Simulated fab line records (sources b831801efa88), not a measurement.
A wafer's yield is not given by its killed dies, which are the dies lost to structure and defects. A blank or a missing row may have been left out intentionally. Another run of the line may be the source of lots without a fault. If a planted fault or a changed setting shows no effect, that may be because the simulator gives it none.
The tool behind it: which one? | flow sky130 | 12 lots, 36 wafers sampled, at 3 steps of a route of 708

## WHAT THE GAUGES SHOWED, per wafer
SKY_CAP2M_RS_MEAS_03: the measuring method here is four-point-probe.
lot  | measured     | on           | CAP2M_TIN_RS (ohm/sq)
L075 | day 40 17:29 | filmMetro-02 | 6.75 6.70 6.81
L076 | day 40 19:34 | filmMetro-02 | 6.84 6.89 6.93
L079 | day 42 13:11 | filmMetro-03 | 6.76 6.95 6.83
L081 | day 42 14:43 | filmMetro-03 | 6.71 6.81 6.80
L084 | day 42 22:04 | filmMetro-01 | 6.63 6.74 6.59
L085 | day 43 01:02 | filmMetro-01 | 6.70 6.67 6.57
L087 | day 43 11:14 | filmMetro-01 | 6.69 6.83 6.72
L089 | day 43 22:05 | filmMetro-02 | 6.83 6.74 6.86
L091 | day 44 14:50 | filmMetro-03 | 6.89 6.87 6.74
L093 | day 45 08:11 | filmMetro-01 | 6.73 6.75 6.84
L095 | day 45 21:10 | filmMetro-02 | 6.73 6.58 6.92
L097 | day 46 04:14 | filmMetro-01 | 6.64 6.67 6.70

## WHICH TOOL RAN EACH LOT (tool, then ch and the chambers of the sampled wafers, then the start)
lot  | SKY_VIA1_CMP_24               | SKY_METAL3_SPUTTER_01
L075 | cmp-01 ch 0,2,3, day 35 03:23 | pvdSputter-04, day 37 10:43
L076 | cmp-01 ch 1,2, day 35 05:17   | pvdSputter-01, day 37 13:11
L079 | cmp-01 ch 0,1,3, day 37 02:26 | pvdSputter-03, day 39 08:21
L081 | cmp-01 ch 0,1,2, day 37 03:32 | pvdSputter-01, day 39 10:05
L084 | cmp-01 ch 1,3, day 37 11:14   | pvdSputter-04, day 39 17:34
L085 | cmp-01 ch 0,2,3, day 37 15:05 | pvdSputter-01, day 39 21:22
L087 | cmp-01 ch 0,3, day 38 02:17   | pvdSputter-03, day 40 07:53
L089 | cmp-01 ch 0,2,3, day 38 16:41 | pvdSputter-04, day 40 20:09
L091 | cmp-01 ch 1,2,3, day 39 11:22 | pvdSputter-03, day 41 14:54
L093 | cmp-01 ch 0,1,2, day 40 06:22 | pvdSputter-01, day 42 09:39
L095 | cmp-02 ch 0,2,3, day 40 18:11 | pvdSputter-04, day 42 21:56
L097 | cmp-02 ch 0,1,3, day 41 03:52 | pvdSputter-01, day 43 06:34
- SKY_VIA1_CMP_24: polishes, stops on SiO2, t overpolish 15 s, target thk 0 nm.
- SKY_METAL3_SPUTTER_01: material TiN, target thk 20 nm, time 16.7 s.

## THE ANSWER, worked out from the rows above alone
Rule: the lots themselves supply what counts as usual. The widest of any qualifying gaps counts: lots, ordered by their means at a reading, are off when they make up no more than a third of the lots, leave a main group of 4 or more, and stand apart from it by 3 or more times the standard deviation of that group's means. A main group is skipped when, at the precision printed for the reading in the tables above, its means are all equal. A lot without any number at a reading at which 4 lots or more have one is off too. Where the step has rows for the other lots, those lots are counted as sound.
No lot is off at any reading shown: from this, nothing can be told.

## WHAT THE SIMULATOR HAD INSERTED
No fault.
